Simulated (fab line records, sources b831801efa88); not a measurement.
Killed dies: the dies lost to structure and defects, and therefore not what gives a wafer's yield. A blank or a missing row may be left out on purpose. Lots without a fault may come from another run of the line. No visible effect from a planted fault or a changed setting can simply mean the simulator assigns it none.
Split-lot study    flow sfq_line    route with 325 steps; 5 lots, 27 wafers read

== THE SPLIT ITSELF ==
At SFQ_TRILAYER_M8_DEP_EVAP_196 (material Au, target thk 180 nm, time 900 s), the setting time_s was moved away from the recipe's 900 s on 12 of the 27 wafers read, by -43.0% to +46.9%. The other wafers ran this setting at the recipe's value.

== FROM SPLIT TO READING: 1 step shown by the file between the two ==
- SFQ_M8_RS_MEAS_949: measures by four-point-probe

== THE READING ==
M8_AU_THK, in nm, at SFQ_M8_THK_MEAS_950 (measures by xrf). A value of 180.4 nm with a standard deviation of 2.1 nm is what fault-free wafers of this fab line usually give.

wafer   tool, chamber at the split  time_s as run, s  against the recipe  M8_AU_THK, nm  against lot-mates on the recipe
L074.1  pvd_sputter-01, -           1322              +46.9%              262.9          +83.2
L074.2  pvd_sputter-01, -           900               recipe              178.3          -
L074.3  pvd_sputter-01, -           900               recipe              182.5          -
L074.4  pvd_sputter-01, -           900               recipe              178.3          -
L074.5  pvd_sputter-01, -           1322              +46.9%              262.0          +82.3
L074.6  pvd_sputter-01, -           1322              +46.9%              264.6          +84.9
L077.1  pvd_sputter-02, -           900               recipe              179.5          -
L077.3  pvd_sputter-02, -           900               recipe              175.7          -
L077.4  pvd_sputter-02, -           900               recipe              178.1          -
L080.1  pvd_sputter-01, -           512.9             -43.0%              102.6          -78.9
L080.2  pvd_sputter-01, -           900               recipe              181.7          -
L080.3  pvd_sputter-01, -           512.9             -43.0%              102.3          -79.2
L080.4  pvd_sputter-01, -           900               recipe              181.0          -
L080.5  pvd_sputter-01, -           900               recipe              181.9          -
L080.6  pvd_sputter-01, -           512.9             -43.0%              104.9          -76.6
L081.1  pvd_sputter-02, -           900               recipe              180.8          -
L081.2  pvd_sputter-02, -           900               recipe              183.9          -
L081.3  pvd_sputter-02, -           613.4             -31.8%              124.3          -57.9
L081.4  pvd_sputter-02, -           900               recipe              182.0          -
L081.5  pvd_sputter-02, -           613.4             -31.8%              122.4          -59.8
L081.6  pvd_sputter-02, -           613.4             -31.8%              124.2          -58.0
L085.1  pvd_sputter-02, -           1114              +23.8%              224.8          +45.6
L085.2  pvd_sputter-02, -           1114              +23.8%              222.1          +42.9
L085.3  pvd_sputter-02, -           900               recipe              178.8          -
L085.4  pvd_sputter-02, -           1114              +23.8%              223.9          +44.7
L085.5  pvd_sputter-02, -           900               recipe              179.2          -
L085.6  pvd_sputter-02, -           900               recipe              179.6          -

THE FIT
A straight line over all 27 wafers: M8_AU_THK changes by +1.78 nm for each +1% of time_s; r = +1.00; the points scatter about the line by 1.8 nm.
The same after taking each lot's own level away (the mean of its wafers on the recipe; 27 wafers): +1.81 nm for each +1%; r = +1.00; scatter 1.4 nm.
The reading moves by 85 nm for the largest change in time_s, on that fit.
Measured against the standard deviation above, the lots' own levels, which go from 177.77 to 182.23 nm, span 2.1 times it.
So the lot-to-lot level changes the slope little: the two slopes agree.
Check: +85.2 nm against its lot-mates is what the line predicts for one of the wafers moved furthest among these (+46.9%) when that wafer is left out of the fit. It came out at +83.2 nm against them.

== THESE WAFERS: OTHER SPLITS ==
Before the reading, these wafers also passed through other splits. Each is held against what the fit with the lots' levels taken away leaves over:
other split on the same wafers                   wafers away from the commonest value  r with M8_AU_THK (lot level and that fit taken away)
SFQ_TRILAYER_R5_ETCH_METAL_ETCH_139 time_s       6                                     -0.07
SFQ_TRILAYER_M6_BARC_OPEN_METAL_ETCH_206 time_s  6                                     -0.07
SFQ_TRILAYER_M7_DEP_SPUTTER_175 time_s           9                                     +0.37
SFQ_TRILAYER_I7_DEP_PECVD_183 time_s             9                                     -0.07

== THE WHOLE CHAIN: every reading that the file lists as answering this split, in the file's order ==
step                          what it does                                reading                                                                                 change (the file's fit)               r (the file's)
SFQ_TRILAYER_M8_DEP_EVAP_196  material Au, target thk 180 nm, time 900 s  Au_of_TRILAYER_M8_DEP_EVAP_196.thk_nm (the simulator's own value, which no gauge read)  +1.83 nm for each +1% of the setting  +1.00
SFQ_M8_RS_MEAS_949            measures by four-point-probe                M8_AU_RS                                                                                -0.00186 for each +1% of the setting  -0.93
SFQ_M8_THK_MEAS_950           measures by xrf                             M8_AU_THK                                                                               +1.81 for each +1% of the setting     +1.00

== FILE'S OWN FIT ==
M8_AU_THK changes by +1.81 nm for each +1% of time_s, r = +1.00.
